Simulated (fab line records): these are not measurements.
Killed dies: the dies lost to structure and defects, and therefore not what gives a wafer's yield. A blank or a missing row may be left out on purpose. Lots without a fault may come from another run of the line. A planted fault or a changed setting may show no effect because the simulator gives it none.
A lot that was struck, set against a sound lot	flow sky130	15 steps out of a route of 708
Sound: the wafers L411.1, L411.4, L411.5. Wafers L409.1, L409.2, L409.4 were the ones struck. Last of all comes the cause.
Order at every step that has rows: each side's tool, ch and its chambers, its first start. Under that, the readings that differ: sound wafers	struck wafers	difference of the means	sigmas: that difference in standard deviations of wafers without a fault.
alike: readings whose means differ by less than 2 such deviations, and words and numbers that are the same on both sides. not compared: withheld readings, readings that some wafer has no value for, bounds like >300 that may hide the same value, and numbers for which the record gives no deviation and whose values overlap.
A row with sigmas, a row that says differs or no value, or rows on one side alone: a step with any of these is where the two part. Numbers that have no deviation but don't overlap get no sigmas and don't part them. Lack of a reading on every wafer of one side parts them only where that side has two or more wafers.

first, 7 steps without rows for these wafers: SKY_POLY_GATE_HMDS_06 (prime time 60 s); SKY_POLY_GATE_COAT_07 (resist thk 110 nm); SKY_POLY_GATE_COAT_08 (resist thk 450 nm); SKY_POLY_GATE_SOFTBAKE_09 (time 90 s); SKY_POLY_GATE_EXPOSE_10 (exposes mask P1M, target cd 150 nm); SKY_POLY_GATE_PEB_11; SKY_POLY_GATE_DEVELOP_12 (develop time 60 s).
SKY_POLY_GATE_CD_MEAS_13: the cd target is 150 nm.
  sound on cd sem-01 at day 22 15:31; struck on cd sem-01 at day 22 01:46
  alike: cd nm
SKY_POLY_GATE_OVL_MEAS_14:
  sound on overlay-02 at day 22 15:38; struck on overlay-01 at day 22 01:53
  alike: POLY_GATE_OVL
SKY_POLY_GATE_ETCH_15: etches BARC in N2/H2, stops on SiO2, time 118.5 s, target depth 110 nm.
  sound on rie diel-04 ch 0,2, day 22 15:40; struck on rie diel-03 ch 0,1,2, day 22 01:55
  alike: bias w, drypump motor current A, h2 flow sccm, n2 flow sccm, oes product au, throttle valve pct
  not compared: rf hours counter h
SKY_POLY_GATE_ETCH_16: etches Si3N4 in CH3F/O2, stops on poly-Si, time 147.5 s, target depth 75 nm.
  sound on rie diel-04 ch 0,2, day 22 15:45; struck on rie diel-03 ch 0,1,2, day 22 02:00
  alike: bias w, drypump motor current A, oes product au, throttle valve pct
  not compared: rf hours counter h
SKY_POLY_GATE_ETCH_17: etches poly-Si in HBr/Cl2, stops on SiO2, target depth 180 nm, time 70.5 s.
  sound on rie si-02 ch 0,1, day 22 15:51; struck on rie si-02 ch 0,1,3, day 22 02:06
  alike: bias w, drypump motor current A, oes product au, throttle valve pct
  not compared: rf hours counter h
SKY_POLY_GATE_STRIP_18: strips in O2/N2.
  sound on plasma asher-03 ch 0,1, day 22 15:54; struck on plasma asher-03 ch 0,1, day 22 02:09
  no value came back on the struck wafers for any of 5 readings (chamber pressure mTorr (mTorr), drypump motor current A (A) and others); on the sound wafers chamber pressure mTorr (mTorr) reads 1501.3 1499.5 1498.0
reading	sound	struck	difference	sigmas
model.KrF-thick_of_POLY_GATE_COAT_08.thk nm (nm)	0 0 0	137.9 139 141.3	+139.4	
model.BARC_of_POLY_GATE_COAT_07.thk nm (nm)	0 0 0	110.3 110.2 110.4	+110.3	
  not compared: rf hours counter h
then, 1 step without rows for these wafers: SKY_POLY_GATE_CLEAN_19 (cleans in SC1/SC2, time 150 s).
-- record jumps: 28 days separate the struck wafers' starts on either side; left off in module POLY_GATE, taken up again in module PAD_OPEN, whose first shown step is the route's number 708 --
SKY_PAD_OPEN_PROBE_99:
  sound on prober-02 at day 50 01:05; struck on prober-02 at day 49 16:53
reading	sound	struck	difference	sigmas
killed at front end	11 11 19	417 411 414	+400	+95
killed dies	90 83 87	492 492 492	+405	+37
killed on rim	19 23 20	96 96 96	+75	+18
  alike: killed_at_M0_to_M3, killed_at_M4_up, killed at contacts, killed at other, killed open, killed short

WHERE THEY PART
At SKY_POLY_GATE_STRIP_18 first; at SKY_PAD_OPEN_PROBE_99 last (within this record only).

WHY: what the simulator had put in
At SKY_POLY_GATE_STRIP_18, the step was skipped entirely on plasma asher-03 from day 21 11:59 on. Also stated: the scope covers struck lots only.
